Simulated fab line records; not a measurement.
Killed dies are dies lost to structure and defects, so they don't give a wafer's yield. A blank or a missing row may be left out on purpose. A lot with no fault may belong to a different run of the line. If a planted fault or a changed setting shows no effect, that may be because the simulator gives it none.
Which tool was responsible? / flow gf180mcu / 15 lots, 45 wafers sampled, at 2 steps of a route of 602

== WHAT THE GAUGES SHOWED, per wafer ==
GF_V4_RS_MEAS_24: a four-point-probe measurement. Usual: for V4_W_RS the level is 0.329 ohm/sq and the standard deviation is 0.0042.
lot=L676; measured=day 24 18:37; on=film metro-01; V4_W_RS (ohm/sq)=0.333 0.322 0.329; flag=
lot=L677; measured=day 25 12:25; on=film metro-04; V4_W_RS (ohm/sq)=0.321 0.330 0.325; flag=
lot=L678; measured=day 25 17:31; on=film metro-01; V4_W_RS (ohm/sq)=0.329 0.326 0.329; flag=
lot=L680; measured=day 26 04:05; on=film metro-04; V4_W_RS (ohm/sq)=0.328 0.321 0.327; flag=
lot=L683; measured=day 27 08:55; on=film metro-01; V4_W_RS (ohm/sq)=0.329 0.331 0.329; flag=
lot=L684; measured=day 27 14:52; on=film metro-02; V4_W_RS (ohm/sq)=0.329 0.329 0.330; flag=
lot=L685; measured=day 27 21:16; on=film metro-04; V4_W_RS (ohm/sq)=0.331 0.330 0.333; flag=
lot=L688; measured=day 28 16:56; on=film metro-04; V4_W_RS (ohm/sq)=0.335 0.334 0.333; flag=
lot=L691; measured=day 29 13:23; on=film metro-01; V4_W_RS (ohm/sq)=0.326 0.327 0.326; flag=
lot=L692; measured=day 29 19:38; on=film metro-04; V4_W_RS (ohm/sq)=0.321 0.326 0.321; flag=
lot=L693; measured=day 30 02:41; on=film metro-04; V4_W_RS (ohm/sq)=0.320 0.325 0.326; flag=
lot=L695; measured=day 30 12:49; on=film metro-01; V4_W_RS (ohm/sq)=0.331 0.330 0.336; flag=
lot=L696; measured=day 30 22:14; on=film metro-01; V4_W_RS (ohm/sq)=0.329 0.330 0.328; flag=
lot=L697; measured=day 31 02:39; on=film metro-04; V4_W_RS (ohm/sq)=0.337 0.338 0.334; flag=
lot=L698; measured=day 31 10:55; on=film metro-04; V4_W_RS (ohm/sq)=0.328 0.329 0.326; flag=

== WHICH TOOL RAN EACH LOT (tool, then ch and the chambers of the sampled wafers, then the start) ==
lot=L676; GF_V4_CVD_23=cvd w-02 ch 0,1, day 24 18:31
lot=L677; GF_V4_CVD_23=cvd w-02 ch 0,1, day 25 12:17
lot=L678; GF_V4_CVD_23=cvd w-01 ch 0,1, day 25 17:23
lot=L680; GF_V4_CVD_23=cvd w-02 ch 0,1, day 26 03:58
lot=L683; GF_V4_CVD_23=cvd w-01 ch 0,1, day 27 08:46
lot=L684; GF_V4_CVD_23=cvd w-01 ch 0,1, day 27 14:44
lot=L685; GF_V4_CVD_23=cvd w-01 ch 0,1, day 27 21:07
lot=L688; GF_V4_CVD_23=cvd w-01 ch 0,1, day 28 16:49
lot=L691; GF_V4_CVD_23=cvd w-02 ch 0,1, day 29 13:15
lot=L692; GF_V4_CVD_23=cvd w-02 ch 0,1, day 29 19:31
lot=L693; GF_V4_CVD_23=cvd w-02 ch 0, day 30 02:35
lot=L695; GF_V4_CVD_23=cvd w-01 ch 1, day 30 12:40
lot=L696; GF_V4_CVD_23=cvd w-01 ch 0,1, day 30 22:05
lot=L697; GF_V4_CVD_23=cvd w-01 ch 0,1, day 31 02:32
lot=L698; GF_V4_CVD_23=cvd w-01 ch 0,1, day 31 10:48
- GF_V4_CVD_23: deposits W, target thk 350 nm, time 104.9 s.

== AS READ BY THE TOOLS THEMSELVES (means over the sampled wafers that have a number; for cases with no such wafer, the mark the record gives instead) ==
GF_V4_CVD_23. Usual: heater power outer w 514 W, standard deviation 21; heater power w 835 W, standard deviation 32.
lot=L676; tool=cvd w-02; heater power outer w (W)=502; heater power w (W)=861; flag=
lot=L677; tool=cvd w-02; heater power outer w (W)=485; heater power w (W)=841; flag=
lot=L678; tool=cvd w-01; heater power outer w (W)=524; heater power w (W)=826; flag=
lot=L680; tool=cvd w-02; heater power outer w (W)=502; heater power w (W)=872; flag=
lot=L683; tool=cvd w-01; heater power outer w (W)=531; heater power w (W)=820; flag=
lot=L684; tool=cvd w-01; heater power outer w (W)=523; heater power w (W)=820; flag=
lot=L685; tool=cvd w-01; heater power outer w (W)=530; heater power w (W)=819; flag=
lot=L688; tool=cvd w-01; heater power outer w (W)=525; heater power w (W)=827; flag=
lot=L691; tool=cvd w-02; heater power outer w (W)=504; heater power w (W)=880; flag=
lot=L692; tool=cvd w-02; heater power outer w (W)=511; heater power w (W)=890; flag=
lot=L693; tool=cvd w-02; heater power outer w (W)=512; heater power w (W)=900; flag=
lot=L695; tool=cvd w-01; heater power outer w (W)=537; heater power w (W)=835; flag=
lot=L696; tool=cvd w-01; heater power outer w (W)=536; heater power w (W)=821; flag=
lot=L697; tool=cvd w-01; heater power outer w (W)=533; heater power w (W)=826; flag=
lot=L698; tool=cvd w-01; heater power outer w (W)=521; heater power w (W)=814; flag=

== THE ANSWER, worked out from the rows above alone ==
Rule: take the mean of a lot's wafers that have a number; if it is more than 3 standard deviations from the usual mean, the lot is off. A lot without any number at a reading at which 4 lots or more have one is off too. The other lots that the step has rows for count as sound. First the gauges in route order, then the tools' own readings, where a lot's mean is used as printed above. At the first step where some lot is off, the reading lying furthest off is the one used; lots without a number count as furthest.
Across all readings shown, no lot is off: no conclusion can be drawn from this.

== WHAT HAD BEEN PUT IN BY THE SIMULATOR ==
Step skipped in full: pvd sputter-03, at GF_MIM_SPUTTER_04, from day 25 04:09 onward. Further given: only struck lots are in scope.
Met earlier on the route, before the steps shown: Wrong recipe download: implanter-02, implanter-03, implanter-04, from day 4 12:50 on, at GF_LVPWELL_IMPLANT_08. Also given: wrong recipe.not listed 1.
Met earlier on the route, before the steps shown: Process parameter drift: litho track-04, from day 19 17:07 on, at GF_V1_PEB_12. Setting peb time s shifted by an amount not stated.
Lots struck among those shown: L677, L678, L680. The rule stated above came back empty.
